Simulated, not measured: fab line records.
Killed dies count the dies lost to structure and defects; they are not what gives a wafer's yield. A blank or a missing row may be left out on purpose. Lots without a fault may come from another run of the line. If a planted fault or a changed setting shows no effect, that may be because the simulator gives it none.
fab line records    flow sky130
record: lots: 6  wafers: 18  lastDay: 50
route steps=708 shown SONOS_ONO@176 GATE_OXIDE@187 POLY_GATE@204 PAD_OPEN@708
lots with no fault: from the same line, run without faults
startH: hours from the record's opening day to when the first of the lot's shown wafers began    waitH: hours elapsed since this lot's preceding step    " identical to the entry in the row above    L1.1+2: several wafers, shown together as one row    - no value present, or no start provided    * or withheld: withheld    < > ~ a bound
route shown NAME@n: a module of which the file shows steps, and the number in the route of the first    usual: average and standard deviation across the fault-free wafers    same: alike in all rows    chamber/n: place in a boat    sites: each site's reading    _std_site: standard deviation across them    _edge_site: inner sites' mean taken away from outer sites' mean    radiusMm: how far each site lies from the wafer's centre    mask NAME#n: copy n    behind: the last tool/chamber to shape the wafer    hold: what put the lot on hold/how long, in hours/how the hold closed    device: the n, p or np transistor that did not switch    end of line: the tests these same wafers got at the end of their route    a step with no rows: only its recipe    killed: dies that structure and defects cost at the first sort, which is not the same as the wafer's yield    map: the dies of a wafer, with x for killed, . for not killed, _ for no die there
set.NAME: the run value of the setting; set.NAME@STEP: its run value at that earlier step    model.NAME: the simulator's own value behind a step, which no gauge read
a table for each step, a row for each wafer; lots at some steps of the route
services: the hour from which a tool's chamber was out of use, counted from the record's first day as startH (under 0 if before that day), plus the number of hours and why
== steps ==
step: SKY_SONOS_ONO_COAT_08
recipe: resist: NOVOLAK  spinRpm: 3000  resistThkNm: 1140
step: SKY_SONOS_ONO_SOFTBAKE_09
recipe: tempC: 90  timeS: 60  resist: NOVOLAK
step: SKY_SONOS_ONO_EXPOSE_10
recipe: maskId: ONOM  targetCdNm: 410  na: 0.6  sourceShape: conventional  sigmaOuter: 0.6  doseMj: 150
step: SKY_SONOS_ONO_PEB_11
recipe: tempC: withheld  timeS: *  resist: NOVOLAK
step: SKY_SONOS_ONO_DEVELOP_12
recipe: developTimeS: 60  devTempC: 23
step: SKY_SONOS_ONO_CD_MEAS_13
recipe: targetCdNm: 410
usual: cdNm: 410.7/2.5
lot.wafer  tool      chamber  startH  waitH  cdNm
L678.1     cdSem-02  -        313.70  0.1    411.4
L678.2     "         -        "       "      410.4
L678.4     "         -        "       "      410.7
L682.2     cdSem-02  -        345.92  0.1    417.6
L682.4     "         -        "       "      414.9
L682.6     "         -        "       "      417.5
L685.1     cdSem-02  -        371.75  0.1    410.6
L685.4     "         -        "       "      409.0
L685.6     "         -        "       "      410.8
L694.1     cdSem-01  -        448.10  0.1    408.8
L694.3     "         -        "       "      409.5
L694.6     "         -        "       "      409.1
L695.1     cdSem-01  -        454.75  0.1    404.8
L695.5     "         -        "       "      404.9
L695.6     "         -        "       "      407.0
L697.1     cdSem-01  -        471.07  0.1    411.0
L697.3     "         -        "       "      408.5
L697.5     "         -        "       "      409.9
step: SKY_SONOS_ONO_OVL_MEAS_14
usual: SONOS_ONO_OVL: -0.4/1.3
lot.wafer  tool        chamber  startH  waitH  SONOS_ONO_OVL[nm]
L678.1     overlay-01  -        313.82  0.1    -1.6
L678.2     "           -        "       "      -0.2
L678.4     "           -        "       "      -0.5
L682.2     overlay-02  -        346.03  0.1    -0.3
L682.4     "           -        "       "      1.2
L682.6     "           -        "       "      0.1
L685.1     overlay-02  -        371.87  0.1    -1.4
L685.4     "           -        "       "      -1.7
L685.6     "           -        "       "      -3.2
L694.1     overlay-02  -        448.22  0.1    -0.7
L694.3     "           -        "       "      1.1
L694.6     "           -        "       "      -0.9
L695.1     overlay-02  -        454.87  0.1    -1.7
L695.5     "           -        "       "      -1.4
L695.6     "           -        "       "      -2.5
L697.1     overlay-01  -        471.19  0.1    -2.4
L697.3     "           -        "       "      -0.1
L697.5     "           -        "       "      -0.7
step: SKY_SONOS_ONO_ETCH_15
recipe: targetDepthNm: 19.52  chemistry: CHF3/O2  sourceW: 600  biasW: 200  pressureMtorr: 40  chf3FlowSccm: 50  O2_flow_sccm: 5  timeS: 7.8
usual: drypumpMotorCurrentA: 5.6/0.4  oesProductAu: 1.003/0.014  throttleValvePct: 8.826/0.01
lot.wafer  tool        chamber  startH  waitH  drypumpMotorCurrentA  oesProductAu  rfHoursCounterH  throttleValvePct
L678.1     rieDiel-01  0        313.85  0.0    4.9                   1.000         14               8.831
L678.2     "           1        "       "      5.6                   1.005         114              8.852
L678.4     "           3        "       "      5.5                   1.009         97               8.835
L682.2     rieDiel-03  1        346.06  0.0    5.5                   1.003         28               8.838
L682.4     "           3        "       "      5.3                   1.010         5                8.822
L682.6     "           3        "       "      5.3                   1.008         -                8.804
L685.1     rieDiel-04  1        371.90  0.0    6.0                   1.014         14               8.824
L685.4     "           0        "       "      5.9                   0.989         19               8.832
L685.6     "           3        "       "      5.7                   1.017         -                8.827
L694.1     rieDiel-04  0        448.25  0.0    5.8                   0.992         20               8.812
L694.3     "           1        "       "      5.9                   1.007         16               8.838
L694.6     "           3        "       "      5.7                   1.006         -                8.813
L695.1     rieDiel-01  3        454.90  0.0    5.5                   1.009         99               8.827
L695.5     "           3        "       "      5.5                   1.012         -                8.815
L695.6     "           2        "       "      6.1                   1.035         -                8.837
L697.1     rieDiel-04  0        471.23  0.0    5.9                   0.995         21               8.844
L697.3     "           2        "       "      6.4                   1.019         90               8.829
L697.5     "           1        "       "      6.0                   1.007         -                8.815
step: SKY_SONOS_ONO_WET_ETCH_16
recipe: chemistry: dHF  targetDepthNm: 14  dry: n2Spin  target: SiO2  dilution: 100:1  tempC: 25  timeS: 280
step: SKY_SONOS_ONO_STRIP_17
recipe: chemistry: O2/N2  powerW: 1400  pressureMtorr: 1500  platenTempC: withheld  o2FlowSccm: 3000  n2FlowSccm: 300  overashFraction: 0.5
usual: drypumpMotorCurrentA: 5.6/0.35  oesProductAu: 0.710/0.0046  stripTimeToEndpointS: 14.11/0.04
lot.wafer  tool            chamber  startH  waitH  drypumpMotorCurrentA  oesProductAu  rfHoursCounterH  stripTimeToEndpointS
L678.1     plasmaAsher-04  1        313.96  0.0    5.0                   0.707         64               14.13
L678.2     "               0        "       "      5.7                   0.707         64               14.08
L678.4     "               1        "       "      5.0                   0.710         -                14.11
L682.2     plasmaAsher-04  1        346.16  0.0    5.0                   0.716         67               14.14
L682.4     "               0        "       "      5.7                   0.708         -                14.11
L682.6     "               1        "       "      5.1                   0.706         -                14.11
L685.1     plasmaAsher-03  1        372.02  0.0    5.8                   0.705         68               14.12
L685.4     "               0        "       "      6.0                   0.721         -                14.12
L685.6     "               1        "       "      5.8                   0.710         -                14.11
L694.1     plasmaAsher-01  0        448.36  0.0    5.9                   0.707         32               14.14
L694.3     "               1        "       "      5.8                   0.713         -                14.13
L694.6     "               0        "       "      5.9                   0.711         -                14.13
L695.1     plasmaAsher-04  0        455.01  0.0    5.7                   0.706         2                14.07
L695.5     "               0        "       "      5.7                   0.713         -                14.07
L695.6     "               1        "       "      5.1                   0.713         -                14.05
L697.1     plasmaAsher-01  1        471.34  0.0    5.8                   0.707         35               14.08
L697.3     "               1        "       "      5.8                   0.718         -                14.07
L697.5     "               0        "       "      5.9                   0.716         -                14.13
step: SKY_SONOS_ONO_WET_ETCH_18
recipe: chemistry: H3PO4  targetDepthNm: 15  target: Si3N4  tempC: 160  timeS: 172
step: SKY_GATE_OXIDE_CLEAN_00
recipe: chemistry: SC1/SC2  mix: 1:4:20  tempC: 70  timeS: 150  dry: n2Spin
step: SKY_GATE_OXIDE_OXIDATION_01
recipe: tempC: 900  ambient: O2  stabiliseS: 600  purgeS: 300  targetThkA: 102.68  oxTimeS: 1473
usual: spikeTcBottomC: 915.8/1.9  spikeTcCentreC: 899.9/0.98  spikeTcLowerC: 900.8/1.1  spikeTcTopC: 910.7/1.4  spikeTcUpperC: 898.6/1.2  zonePowerBottomPct: 29.6/0.35  zonePowerUpperPct: 18.7/0.33
lot.wafer  tool        chamber  startH  waitH  spikeTcBottomC  spikeTcCentreC  spikeTcLowerC  spikeTcTopC  spikeTcUpperC  zonePowerBottomPct  zonePowerUpperPct  model.SiO2_of_GATE_OXIDE_OXIDATION_01.thkNm
L678.1     furnace-02  0        315.45  1.3    912.2           899.0           899.9          909.5        898.0          29.5                18.0               9.905
L678.2     "           0        "       "      914.9           898.0           899.8          912.8        898.2          30.6                18.2               10.11
L678.4     "           0        "       "      913.6           899.3           899.4          911.6        897.6          29.7                18.4               9.975
L682.2     furnace-01  0        349.27  2.9    917.7           900.2           901.1          910.9        899.6          29.2                18.7               10.28
L682.4     "           0        "       "      917.5           898.9           902.1          910.4        899.1          29.6                19.0               10.29
L682.6     "           0        "       "      917.9           900.0           901.4          910.3        900.2          29.3                19.2               10.27
L685.1     furnace-01  0        372.23  0.0    916.2           901.0           901.1          908.4        899.7          29.7                19.0               10.17
L685.4     "           0        "       "      915.8           899.2           900.9          910.1        899.4          29.3                19.0               10.2
L685.6     "           0        "       "      917.3           899.1           902.3          910.0        898.7          29.4                18.9               10.11
L694.1     furnace-01  0        449.41  0.8    905.3           889.2           888.9          898.9        888.1          28.1                18.1               8.995
L694.3     "           0        "       "      905.5           887.7           889.4          897.2        886.7          28.7                18.4               8.995
L694.6     "           0        "       "      905.7           887.8           887.6          896.4        885.5          28.4                18.4               9.196
L695.1     furnace-01  0        455.22  0.0    904.1           887.6           887.4          898.9        885.4          29.3                18.3               9.209
L695.5     "           0        "       "      904.2           886.7           888.9          897.1        885.6          29.0                18.4               9.369
L695.6     "           0        "       "      906.1           886.6           887.9          897.4        887.0          28.8                18.1               9.329
L697.1     furnace-02  0        472.68  1.1    913.5           898.8           901.9          911.8        897.1          30.3                18.3               10.64
L697.3     "           0        "       "      913.5           898.5           899.7          912.2        896.3          29.7                18.3               10.37
L697.5     "           0        "       "      912.5           900.2           901.7          912.3        896.8          29.6                18.4               10.59
step: SKY_GATE_OXIDE_THK_MEAS_02
recipe: reads: SiO2_of_GATE_OXIDE_OXIDATION_01
usual: GATE_OXIDE_OXIDATION_00_THK: 10.32/0.2
lot.wafer  tool          chamber  startH  waitH  GATE_OXIDE_OXIDATION_00_THK[nm]
L678.1     filmMetro-02  -        316.86  0.0    9.96
L678.2     "             -        "       "      10.16
L678.4     "             -        "       "      9.95
L682.2     filmMetro-02  -        350.69  0.0    10.30
L682.4     "             -        "       "      10.27
L682.6     "             -        "       "      10.23
L685.1     filmMetro-03  -        373.64  0.0    10.09
L685.4     "             -        "       "      10.19
L685.6     "             -        "       "      10.07
L694.1     filmMetro-02  -        450.82  0.0    8.96
L694.3     "             -        "       "      8.96
L694.6     "             -        "       "      9.22
L695.1     filmMetro-03  -        456.62  0.0    9.24
L695.5     "             -        "       "      9.38
L695.6     "             -        "       "      9.31
L697.1     filmMetro-03  -        474.09  0.0    10.66
L697.3     "             -        "       "      10.42
L697.5     "             -        "       "      10.58
step: SKY_GATE_OXIDE_DEHYDRATE_03
recipe: tempC: 200  timeS: 60
step: SKY_GATE_OXIDE_HMDS_04
recipe: primeTimeS: 60  primeTempC: 120
step: SKY_GATE_OXIDE_COAT_05
recipe: resist: NOVOLAK  spinRpm: 3000  resistThkNm: 1140
step: SKY_GATE_OXIDE_SOFTBAKE_06
recipe: tempC: 90  timeS: 60  resist: NOVOLAK
step: SKY_GATE_OXIDE_EXPOSE_07
recipe: maskId: LVOM  na: 0.6  sourceShape: conventional  sigmaOuter: 0.6  polarization: unpolarized  targetCdNm: 600  doseMj: 170
step: SKY_GATE_OXIDE_PEB_08
recipe: tempC: withheld  timeS: *  resist: NOVOLAK
step: SKY_GATE_OXIDE_DEVELOP_09
recipe: resist: NOVOLAK  developer: TMAH  developTimeS: 60  devTempC: 23
step: SKY_GATE_OXIDE_OVL_MEAS_10
usual: GATE_OXIDE_OVL: 0.1/1.3
lot.wafer  tool        chamber  startH  waitH  GATE_OXIDE_OVL[nm]
L678.1     overlay-02  -        343.45  0.1    -2.7
L678.2     "           -        "       "      -3.5
L678.4     "           -        "       "      -2.6
L682.2     overlay-01  -        378.45  0.1    -0.5
L682.4     "           -        "       "      2.7
L682.6     "           -        "       "      -1.2
L685.1     overlay-02  -        403.06  0.1    -0.1
L685.4     "           -        "       "      0.0
L685.6     "           -        "       "      0.8
L694.1     overlay-02  -        480.31  0.1    0.1
L694.3     "           -        "       "      -0.3
L694.6     "           -        "       "      1.5
L695.1     overlay-02  -        486.55  0.1    2.5
L695.5     "           -        "       "      0.2
L695.6     "           -        "       "      0.6
L697.1     overlay-02  -        504.05  0.1    -2.6
L697.3     "           -        "       "      0.8
L697.5     "           -        "       "      -1.9
step: SKY_GATE_OXIDE_IMPLANT_11
recipe: species: B  energyKev: 10  doseCm2: 2.6e+12  tiltDeg: withheld
step: SKY_GATE_OXIDE_WET_ETCH_12
recipe: chemistry: dHF  targetDepthNm: 16.8  dry: n2Spin  target: SiO2  dilution: 100:1  tempC: 25  timeS: 336
step: SKY_GATE_OXIDE_STRIP_13
recipe: chemistry: O2/N2  powerW: 1400  pressureMtorr: 1500  platenTempC: withheld  o2FlowSccm: 3000  n2FlowSccm: 300  overashFraction: 0.5
usual: drypumpMotorCurrentA: 5.7/0.34  oesProductAu: 0.715/0.0044  stripTimeToEndpointS: 14.18/0.038
lot.wafer  tool            chamber  startH  waitH  drypumpMotorCurrentA  oesProductAu  rfHoursCounterH  stripTimeToEndpointS
L678.1     plasmaAsher-04  1        343.74  0.0    5.0                   0.711         67               14.18
L678.2     "               0        "       "      5.7                   0.718         67               14.21
L678.4     "               1        "       "      5.0                   0.712         -                14.20
L682.2     plasmaAsher-03  0        378.73  0.0    6.0                   0.718         69               14.18
L682.4     "               0        "       "      6.0                   0.718         -                14.21
L682.6     "               0        "       "      6.0                   0.711         -                14.19
L685.1     plasmaAsher-02  1        403.34  0.0    5.7                   0.716         55               14.21
L685.4     "               0        "       "      6.1                   0.710         -                14.17
L685.6     "               1        "       "      5.7                   0.714         -                14.15
L694.1     plasmaAsher-03  1        480.59  0.0    5.9                   0.710         79               14.17
L694.3     "               1        "       "      5.9                   0.710         -                14.16
L694.6     "               0        "       "      6.0                   0.712         -                14.19
L695.1     plasmaAsher-02  0        486.83  0.0    6.0                   0.720         62               14.18
L695.5     "               1        "       "      5.7                   0.711         -                14.18
L695.6     "               0        "       "      6.0                   0.719         -                14.20
L697.1     plasmaAsher-04  1        504.33  0.0    5.0                   0.717         8                14.19
L697.3     "               1        "       "      5.0                   0.715         -                14.22
L697.5     "               0        "       "      5.7                   0.716         -                14.20
step: SKY_GATE_OXIDE_TW_MEAS_14
usual: GATE_OXIDE_TW: 223.4/2.3
lot.wafer  tool          chamber  startH  waitH  GATE_OXIDE_TW
L678.1     filmMetro-02  -        343.84  0.1    219.6
L678.2     "             -        "       "      219.2
L678.4     "             -        "       "      219.5
L682.2     filmMetro-02  -        378.87  0.1    218.8
L682.4     "             -        "       "      219.0
L682.6     "             -        "       "      220.8
L685.1     filmMetro-03  -        403.44  0.1    225.6
L685.4     "             -        "       "      226.2
L685.6     "             -        "       "      224.6
L694.1     filmMetro-03  -        480.69  0.1    223.8
L694.3     "             -        "       "      224.8
L694.6     "             -        "       "      224.7
L695.1     filmMetro-04  -        486.93  0.1    224.6
L695.5     "             -        "       "      224.4
L695.6     "             -        "       "      223.0
L697.1     filmMetro-03  -        504.43  0.1    225.6
L697.3     "             -        "       "      226.9
L697.5     "             -        "       "      225.4
step: SKY_GATE_OXIDE_CLEAN_15
recipe: chemistry: SC1/SC2  mix: 1:4:20  tempC: 70  timeS: 150  dry: n2Spin
step: SKY_GATE_OXIDE_OXIDATION_16
recipe: tempC: 800  ambient: O2  idleTempC: 700  rampUpCPerMin: 10  rampDownCPerMin: 3  stabiliseS: 600  purgeS: 300  targetThkA: 35.7  oxTimeS: 1915
usual: oxTempCMax: 802.7/0.7  rampUpCPerMin: 9.9998/0.0017  spikeTcBottomC: 816.7/2  spikeTcCentreC: 799.8/0.98  spikeTcLowerC: 800.8/0.99  spikeTcTopC: 812.8/1.3  spikeTcUpperC: 798.7/1.1  zonePowerBottomPct: 23.11/0.27  zonePowerUpperPct: 14.51/0.28
lot.wafer  tool        chamber  startH  waitH  oxTempCMax  rampUpCPerMin  spikeTcBottomC  spikeTcCentreC  spikeTcLowerC  spikeTcTopC  spikeTcUpperC  zonePowerBottomPct  zonePowerUpperPct  model.SiO2_of_GATE_OXIDE_OXIDATION_01.thkNm
L678.1     furnace-02  0        345.17  1.2    803.8       9.9993         813.6           799.6           798.0          815.5        798.0          23.12               14.33              11.3
L678.2     "           0        "       "      803.7       10.001         815.1           800.1           801.2          813.0        797.0          23.32               14.47              11.47
L678.4     "           0        "       "      804.0       9.9982         814.4           800.1           799.5          814.3        798.6          22.96               14.37              11.36
L682.2     furnace-02  0        380.17  1.2    802.5       10.002         813.3           799.1           800.3          813.4        795.8          23.48               14.29              11.64
L682.4     "           0        "       "      802.5       10.001         813.8           799.0           800.3          813.6        797.2          23.12               14.20              11.65
L682.6     "           0        "       "      803.2       10.000         815.4           799.9           800.1          812.9        798.8          23.37               14.41              11.62
L685.1     furnace-02  0        407.03  3.5    802.8       10.001         814.7           798.5           802.1          812.0        798.7          23.26               14.06              11.58
L685.4     "           0        "       "      802.6       10.001         813.3           799.7           800.5          814.4        798.7          23.59               14.34              11.59
L685.6     "           0        "       "      802.7       9.9984         814.9           799.2           801.5          814.3        800.1          23.19               14.15              11.48
L694.1     furnace-02  0        480.80  0.0    802.6       10.001         814.7           797.0           802.2          812.8        798.0          23.55               14.29              10.48
L694.3     "           0        "       "      802.3       9.9983         814.6           798.7           799.4          815.5        798.0          23.23               14.23              10.5
L694.6     "           0        "       "      802.8       10.002         814.1           799.8           800.3          815.0        798.0          23.37               14.10              10.66
L695.1     furnace-01  0        487.04  0.0    802.8       9.9969         818.4           801.2           801.5          812.9        798.0          22.93               14.61              10.69
L695.5     "           0        "       "      802.3       10.000         819.8           799.3           800.0          811.7        798.5          22.78               14.54              10.83
L695.6     "           0        "       "      802.8       9.9971         817.4           800.4           800.8          811.9        800.5          22.59               14.59              10.79
L697.1     furnace-02  0        504.59  0.0    803.3       9.9991         813.7           799.1           799.9          813.0        799.6          23.34               14.31              11.95
L697.3     "           0        "       "      802.9       9.9985         813.9           800.5           802.3          814.5        797.4          23.49               14.11              11.71
L697.5     "           0        "       "      802.8       10.000         814.7           798.2           801.0          813.0        798.2          23.16               13.82              11.89
step: SKY_POLY_GATE_CVD_00
recipe: material: poly-Si  targetThkNm: 180  tempC: 620  timeS: 720  pressureMtorr: 200
step: SKY_PAD_OPEN_PROBE_99
usual: killed_at_M0_to_M3: 41/6.2  killed_at_M4_up: 3.0/1.7  killedAtContacts: 25/5.8  killedAtFrontEnd: 16/4.5  killedAtOther: 0.2/0.42  killedDies: 85/8.4  killedOpen: 46/5.9  killedShort: 39/6.3
same: grossDies: 492  killedAtBackSide: 0
lot.wafer  tool       chamber  startH   waitH  killed_at_M0_to_M3  killed_at_M4_up  killedAtContacts  killedAtFrontEnd  killedAtOther  killedDies  killedOpen  killedShort  model.etest.nfet_16v.rOnOhmUm  model.etest.pfetG5v0d10v5.rOnOhmUm  model.etest.tipSonos.rsOhmSq  model.etest.nfetG5v0d10v5.rOnOhmUm  model.etest.nfetG5v0d10v5.driveUaUm  model.etest.nfet_05v0_nvt.driveUaUm  model.etest.pfetG5v0d10v5.driveUaUm  model.etest.nfet_16v.driveUaUm
L678.1     prober-02  -        1104.27  0.1    44                  8                27                13                0              92          47          45           1.407e+04                      4666                                2599                          1833                                629.2                                595.6                                353.1                                228.5
L678.2     prober-02  -        1104.32  0.1    45                  3                25                11                0              84          53          31           1.414e+04                      4587                                2636                          1827                                625                                  588.8                                354.2                                225.2
L678.4     prober-02  -        1104.42  0.2    37                  4                30                5                 0              76          40          36           1.404e+04                      4668                                2582                          1853                                628.8                                592.6                                350.1                                224.9
L682.2     prober-02  -        1127.92  0.1    36                  3                16                14                0              69          37          32           1.385e+04                      4767                                2653                          1868                                610.3                                578.8                                339                                  226.1
L682.4     prober-02  -        1128.02  0.2    35                  5                25                15                0              80          52          28           1.393e+04                      4765                                2667                          1858                                606.6                                584.5                                340.9                                226
L682.6     prober-02  -        1128.12  0.2    28                  2                23                18                1              72          37          35           1.409e+04                      4775                                2661                          1850                                611.8                                582.1                                339.7                                226.5
L685.1     prober-01  -        1145.96  0.1    47                  2                27                16                0              92          50          42           1.431e+04                      4744                                2661                          1904                                605.9                                574.9                                345.4                                220.7
L685.4     prober-01  -        1146.11  0.2    41                  7                23                21                0              92          48          44           1.423e+04                      4738                                2631                          1884                                612.7                                574.3                                345                                  220.2
L685.6     prober-01  -        1146.21  0.2    41                  3                20                23                0              87          55          32           1.434e+04                      4643                                2611                          1860                                614.4                                581.2                                351.4                                222.1
L694.1     prober-01  -        1186.97  0.1    33                  6                32                20                0              91          44          44           1.313e+04                      4467                                2426                          1764                                671.9                                635                                  372                                  249.8
L694.3     prober-01  -        1187.07  0.2    50                  3                21                17                0              91          45          45           1.309e+04                      4474                                2423                          1784                                670.1                                638.2                                368.2                                251.5
L694.6     prober-01  -        1187.22  0.2    43                  2                22                14                0              81          48          33           1.319e+04                      4552                                2469                          1801                                663                                  622.7                                365.8                                246.1
L695.1     prober-01  -        1191.57  0.1    33                  4                27                19                0              83          43          40           1.388e+04                      4538                                2478                          1808                                657.4                                622                                  366.8                                238.3
L695.5     prober-01  -        1191.77  0.2    34                  2                22                21                0              79          43          36           1.386e+04                      4607                                2514                          1806                                646.7                                612.3                                361.2                                235.6
L695.6     prober-01  -        1191.82  0.2    43                  1                23                13                1              81          39          41           1.388e+04                      4656                                2525                          1814                                649                                  617                                  360.5                                236.1
killed by level:class
L678.1 CONTACT:geometricParticle:open=11 VIA1:geometricParticle:short=11 VIA1:geometricParticle:open=11 CONTACT:geometricParticle:short=8 VIA2:geometricParticle:open=7 METAL4:geometricParticle:short=6 FIELD_ISO:geometricParticle:open=3 FIELD_ISO:geometricParticle:short=3
L678.2 VIA1:geometricParticle:open=15 CONTACT:geometricParticle:open=10 VIA2:geometricParticle:open=8 LI_CONTACT:geometricParticle:open=7 METAL2:geometricParticle:short=5 CONTACT:geometricParticle:short=4 VIA1:geometricParticle:short=4 VIA3:geometricParticle:open=4
L678.4 LI_CONTACT:geometricParticle:open=10 VIA1:geometricParticle:open=10 CONTACT:geometricParticle:short=9 METAL1:geometricParticle:short=7 VIA2:geometricParticle:open=6 CONTACT:geometricParticle:open=5 VIA1:geometricParticle:short=5 LI_CONTACT:geometricParticle:short=4
L682.2 VIA1:geometricParticle:open=11 FIELD_ISO:geometricParticle:short=5 FIELD_ISO:geometricParticle:open=4 CONTACT:geometricParticle:short=4 VIA2:geometricParticle:open=4 LI_CONTACT:geometricParticle:open=4 VIA3:geometricParticle:open=4 LOCAL_INTERCONNECT:geometricParticle:short=3
L682.4 VIA1:geometricParticle:open=9 CONTACT:geometricParticle:short=7 CONTACT:geometricParticle:open=7 VIA2:geometricParticle:open=7 FIELD_ISO:geometricParticle:open=6 LI_CONTACT:geometricParticle:open=5 VIA3:geometricParticle:open=5 POLY_GATE:geometricParticle:open=3
L682.6 CONTACT:geometricParticle:open=11 VIA2:geometricParticle:open=6 FIELD_ISO:geometricParticle:short=5 POLY_GATE:geometricParticle:short=5 METAL1:geometricParticle:short=5 FIELD_ISO:geometricParticle:open=4 LOCAL_INTERCONNECT:geometricParticle:short=4 METAL2:geometricParticle:short=4
L685.1 VIA1:geometricParticle:open=14 CONTACT:geometricParticle:open=11 VIA1:geometricParticle:short=7 VIA2:geometricParticle:open=7 FIELD_ISO:geometricParticle:short=6 FIELD_ISO:geometricParticle:open=4 LOCAL_INTERCONNECT:geometricParticle:short=4 LOCAL_INTERCONNECT:geometricParticle:open=4
L685.4 CONTACT:geometricParticle:open=10 VIA1:geometricParticle:open=9 FIELD_ISO:geometricParticle:open=7 METAL4:geometricParticle:short=7 LI_CONTACT:geometricParticle:open=6 VIA3:geometricParticle:open=6 METAL2:geometricParticle:short=6 FIELD_ISO:geometricParticle:short=5
L685.6 FIELD_ISO:geometricParticle:open=13 VIA1:geometricParticle:open=11 CONTACT:geometricParticle:open=9 VIA3:geometricParticle:open=7 LI_CONTACT:geometricParticle:open=6 FIELD_ISO:geometricParticle:short=5 VIA1:geometricParticle:short=5 METAL1:geometricParticle:short=4
L694.1 CONTACT:geometricParticle:open=15 FIELD_ISO:geometricParticle:open=5 POLY_GATE:geometricParticle:short=5 LOCAL_INTERCONNECT:geometricParticle:short=5 VIA1:geometricParticle:open=5 METAL4:geometricParticle:short=5 POLY_GATE:geometricParticle:open=4 LI_CONTACT:geometricParticle:open=4
L694.3 VIA2:geometricParticle:open=10 METAL1:geometricParticle:short=9 VIA3:geometricParticle:short=8 CONTACT:geometricParticle:open=8 POLY_GATE:geometricParticle:open=6 VIA1:geometricParticle:open=5 VIA3:geometricParticle:open=5 VIA1:geometricParticle:short=4
L694.6 CONTACT:geometricParticle:open=12 VIA1:geometricParticle:open=10 VIA3:geometricParticle:open=8 VIA2:geometricParticle:short=6 FIELD_ISO:geometricParticle:short=5 VIA2:geometricParticle:open=5 POLY_GATE:geometricParticle:open=4 VIA3:geometricParticle:short=4
L695.1 LI_CONTACT:geometricParticle:open=8 CONTACT:geometricParticle:open=7 VIA1:geometricParticle:open=7 FIELD_ISO:geometricParticle:short=6 FIELD_ISO:geometricParticle:open=5 LOCAL_INTERCONNECT:geometricParticle:short=5 METAL2:geometricParticle:short=5 VIA2:geometricParticle:short=5
L695.5 CONTACT:geometricParticle:open=12 FIELD_ISO:geometricParticle:open=7 VIA2:geometricParticle:open=7 FIELD_ISO:geometricParticle:short=6 VIA1:geometricParticle:open=6 CONTACT:geometricParticle:short=5 VIA1:geometricParticle:short=5 VIA3:geometricParticle:open=5
L695.6 CONTACT:geometricParticle:open=11 VIA1:geometricParticle:open=10 METAL1:geometricParticle:short=9 LI_CONTACT:geometricParticle:open=5 VIA3:geometricParticle:open=5 FIELD_ISO:geometricParticle:short=4 POLY_GATE:geometricParticle:short=4 VIA3:geometricParticle:short=4
== services ==
tool            chamber  startH  hours  kind
plasmaAsher-02  -        292.92  0.7    repair
plasmaAsher-03  -        295.31  8.8    repair
plasmaAsher-01  -        325.24  2.8    repair
furnace-01      -        329.06  11.4   pm
rieDiel-03      -        332.83  0.4    repair
plasmaAsher-01  -        341.39  0.8    repair
rieDiel-01      1        349.25  2.9    repair
rieDiel-04      -        356.74  0.4    repair
plasmaAsher-04  -        376.93  2.8    pm
plasmaAsher-02  -        379.23  2.2    repair
plasmaAsher-01  -        383.35  2.2    repair
rieDiel-01      0        397.34  2.4    repair
furnace-02      -        400.63  3.4    pm
rieDiel-03      3        408.17  4.6    repair
furnace-01      -        415.41  2.9    pm
plasmaAsher-02  -        418.67  15.6   pm
rieDiel-01      -        419.25  0.8    repair
plasmaAsher-04  -        421.25  9.0    pm
rieDiel-04      0        435.19  3.0    repair
rieDiel-03      0        454.84  7.0    repair
plasmaAsher-03  -        463.42  3.6    repair
rieDiel-01      0        465.11  2.0    repair
plasmaAsher-03  -        485.36  4.7    repair
plasmaAsher-03  -        500.66  2.8    pm
== key ==
firstSign: step: SKY_GATE_OXIDE_OXIDATION_01  reading: spikeTcCentreC  direction: down  sigmas: 12  usual: 899.9  struck: 887.6
effect: step: SKY_GATE_OXIDE_OXIDATION_01  reading: spikeTcLowerC  direction: down  sigmas: 12  usual: 900.8  struck: 888.3
effect: step: SKY_GATE_OXIDE_THK_MEAS_02  reading: GATE_OXIDE_OXIDATION_00_THK  direction: down  sigmas: 5.8  usual: 10.32  struck: 9.18
modelEffect: step: SKY_GATE_OXIDE_OXIDATION_01  value: SiO2_of_GATE_OXIDE_OXIDATION_01.thkNm  without: 10.51  struck: 9.182
modelEffect: step: SKY_GATE_OXIDE_OXIDATION_16  value: SiO2_of_GATE_OXIDE_OXIDATION_01.thkNm  without: 11.88  struck: 10.66
modelEffect: step: SKY_PAD_OPEN_PROBE_99  value: etest.nfet_16v.rOnOhmUm  without: 1.422e+04  struck: 1.351e+04
metAt SKY_GATE_OXIDE_OXIDATION_01
struckWafers L694.1,L694.3,L694.6,L695.1,L695.5,L695.6
testerLeftOut L694,L695
onsetBetween 372.23 449.41
fault: kind: processParameterDrift  tool: furnace-01  chamber: -  onsetH: 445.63  steps: SKY_GATE_OXIDE_OXIDATION_01  channel: tempC  offset: *  shape: step  endH: 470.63  actsIn: *  stated: *
testerLeftOut: of these lots the tester's yield and bins aren't shown, on N5 and GAA mostly nor the transistor test; their killed dies are dies lost to structure and defects alone, not to doping, threshold or leakage, so they don't give the yield
